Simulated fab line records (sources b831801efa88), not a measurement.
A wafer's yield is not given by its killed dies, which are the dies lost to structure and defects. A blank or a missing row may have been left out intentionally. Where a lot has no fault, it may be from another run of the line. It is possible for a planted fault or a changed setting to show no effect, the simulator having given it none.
A struck lot beside a sound one :: flow sky130 :: 45 steps out of a route of 708
Sound: wafers L305.1, L305.2, L305.4. Struck: wafers L313.2, L313.4, L313.6. The cause is given at the end.
Each step with rows lists, per side, the tool, then ch with its chambers, then its first start. Under that, the readings that differ: sound wafers :: struck wafers :: difference of the means :: sigmas: that difference in standard deviations of wafers without a fault.
alike: same words and numbers on both sides, and readings whose means sit less than 2 such deviations apart. not compared: any withheld reading, any reading some wafer has no value for, any bound like >300 that may hide the same value, and any number with overlapping values for which the record gives no deviation.
A row with sigmas, a row that says differs or no value, or rows on one side alone: a step with any of these is where the two part. Numbers that have no deviation but don't overlap get no sigmas and don't part them. A reading that every wafer of one side lacks parts them only if that side has two wafers or more.

first, 1 step without rows for these wafers: SKY_FIELD_ISO_CVD_24 (deposits SiO2, target thk 595 nm, time 99.2 s).
SKY_FIELD_ISO_THK_MEAS_25:
  sound on filmMetro-04 at day 3 03:25; struck on filmMetro-04 at day 5 02:09
  alike: FIELD_ISO_CVD_24_THK
then, 1 step without rows for these wafers: SKY_FIELD_ISO_ANNEAL_26 (time 1800 s).
SKY_FIELD_ISO_CMP_27: polishes, stops on Si3N4, t overpolish 16 s, target thk 457.8 nm.
  sound on cmp-02 ch 1,2,3, day 3 05:15; struck on cmp-01 ch 1,2,3, day 5 03:42
  alike: motorCurrentA, overpolishRunS, timeToEndpointS
then, 5 steps without rows for these wafers: SKY_FIELD_ISO_WET_ETCH_28 (etches SiO2 in dHF, target depth 23.7 nm, time 47 s); SKY_FIELD_ISO_WET_ETCH_29 (etches Si3N4 in H3PO4, target depth 160 nm, time 1825 s); SKY_FIELD_ISO_WET_ETCH_30 (etches SiO2 in dHF, target depth 25 nm, time 50 s); SKY_NWELL_CLEAN_00 (cleans in SC1/SC2, time 150 s); SKY_NWELL_OXIDATION_01 (stabilise 600 s, purge 300 s, target thk 10 nm).
SKY_NWELL_THK_MEAS_02:
  sound on filmMetro-02 at day 3 10:30; struck on filmMetro-02 at day 5 06:31
  alike: NWELL_OXIDATION_THK
then, 2 steps without rows for these wafers: SKY_DNWELL_DEHYDRATE_00 (time 60 s); SKY_DNWELL_HMDS_01 (prime time 60 s).
SKY_DNWELL_COAT_02: resist thk 3000 nm.
  sound on lithoTrack-02 ch 0, day 3 18:24; struck on lithoTrack-03 ch 0, day 5 14:38
reading: model.coat_of_DNWELL_COAT_02.thkNm (nm)
sound: 3003 3005 3005
struck: 1301 1305 1302
difference: -1702
sigmas: 
  alike: chillPlateTempC
then, 3 steps without rows for these wafers: SKY_DNWELL_SOFTBAKE_03; SKY_DNWELL_EXPOSE_04 (exposes mask DNM, target cd 3000 nm); SKY_DNWELL_PEB_05.
SKY_DNWELL_DEVELOP_06: develop time 60 s.
  sound: lithoTrack-01 ch 0; struck: lithoTrack-02 ch 0
reading: model.coat_of_DNWELL_COAT_02.thkNm (nm)
sound: 2999 3001 3001
struck: 1297 1301 1297
difference: -1702
sigmas: 
  alike: chillPlateTempC
after that, 1 step had no rows for these wafers: SKY_DNWELL_IMPLANT_07.
SKY_DNWELL_STRIP_08: strips in O2/N2.
  sound on plasmaAsher-01 ch 0,1, day 4 02:21; struck on plasmaAsher-03 ch 0,1, day 6 00:27
reading: stripTimeToEndpointS (s)
sound: 36.95 36.98 36.98
struck: 17.03 17.10 17.05
difference: -19.91
sigmas: -99 or more
  alike: drypumpMotorCurrentA, o2FlowSccm, oesProductAu
  not compared: rfHoursCounterH
SKY_DNWELL_TW_MEAS_09:
  sound on filmMetro-01 at day 4 02:27; struck on filmMetro-02 at day 6 00:34
  alike: DNWELL_TW
then, 7 steps without rows for these wafers: SKY_PWDE_DEHYDRATE_00 (time 60 s); SKY_PWDE_HMDS_01 (prime time 60 s); SKY_PWDE_COAT_02 (resist thk 3000 nm); SKY_PWDE_SOFTBAKE_03; SKY_PWDE_EXPOSE_04 (exposes mask PWDEM, target cd 840 nm); SKY_PWDE_PEB_05; SKY_PWDE_DEVELOP_06 (develop time 60 s).
SKY_PWDE_OVL_MEAS_07:
  sound on overlay-02 at day 4 18:37; struck on overlay-02 at day 6 18:22
  alike: PWDE_OVL
after that, 1 step had no rows for these wafers: SKY_PWDE_IMPLANT_08.
SKY_PWDE_STRIP_09: strips in O2/N2.
  sound on plasmaAsher-02 ch 0,1, day 4 18:48; struck on plasmaAsher-01 ch 0,1, day 6 18:32
reading: drypumpMotorCurrentA (A)
sound: 6.3 6.0 6.0
struck: 5.7 4.8 4.8
difference: -1.0
sigmas: -2

reading: o2FlowSccm (sccm)
sound: 3005 2997 3018
struck: 2987 2981 2985
difference: -22
sigmas: -2
  alike: oesProductAu, stripTimeToEndpointS
  not compared: rfHoursCounterH
SKY_PWDE_TW_MEAS_10:
  sound on filmMetro-02 at day 4 18:54; struck on filmMetro-04 at day 6 18:39
reading: PWDE_TW
sound: 374.0 377.6 374.4
struck: 1004.1 998.0 1004.0
difference: +626.7
sigmas: +99 or more
then, 7 steps without rows for these wafers: SKY_NWELL_DEHYDRATE_03 (time 60 s); SKY_NWELL_HMDS_04 (prime time 60 s); SKY_NWELL_COAT_05 (resist thk 3000 nm); SKY_NWELL_SOFTBAKE_06; SKY_NWELL_EXPOSE_07 (exposes mask NWM, target cd 840 nm); SKY_NWELL_PEB_08; SKY_NWELL_DEVELOP_09 (develop time 60 s).
SKY_NWELL_OVL_MEAS_10:
  sound on overlay-02 at day 5 12:42; struck on overlay-01 at day 7 13:37
  alike: NWELL_00_OVL
then, 3 steps without rows for these wafers: SKY_NWELL_IMPLANT_11; SKY_NWELL_IMPLANT_12; SKY_NWELL_IMPLANT_13.
SKY_NWELL_TW_MEAS_15:
  sound on filmMetro-01 at day 5 13:17; struck on filmMetro-04 at day 7 14:12
reading: NWELL_TW
sound: 1828 1820 1822
struck: 1913 1920 1918
difference: +94
sigmas: +11
SKY_NWELL_TW_MEAS_26:
  sound on filmMetro-02 at day 6 07:56; struck on filmMetro-01 at day 8 09:48
reading: NWELL_2_TW
sound: 494.0 496.8 493.9
struck: 1026.9 1024.7 1028.2
difference: +531.7
sigmas: +99 or more
-- the record jumps here: 41 days lie between the struck wafers' starts before and after (it left off in module NWELL and takes up again in module PAD_OPEN, whose first step shown is number 708 of the route) --
SKY_PAD_OPEN_PROBE_99:
  sound on prober-01 at day 46 21:10; struck on prober-02 at day 49 03:25
  no value came back on the struck wafers for any of 8 readings (model.etest.nfet_16v.rOnOhmUm, model.etest.pfetG5v0d10v5.rOnOhmUm and others); on the sound wafers model.etest.nfet_16v.rOnOhmUm reads 1.407e+04 1.416e+04 1.421e+04
  alike: killed_at_M0_to_M3, killed_at_M4_up, killedAtContacts, killedAtFrontEnd, killedAtOther, killedDies, killedOpen, killedShort

WHERE THEY PART
Last at SKY_PAD_OPEN_PROBE_99 as far as this record goes, first at SKY_DNWELL_STRIP_08.

WHY: what the simulator had put in
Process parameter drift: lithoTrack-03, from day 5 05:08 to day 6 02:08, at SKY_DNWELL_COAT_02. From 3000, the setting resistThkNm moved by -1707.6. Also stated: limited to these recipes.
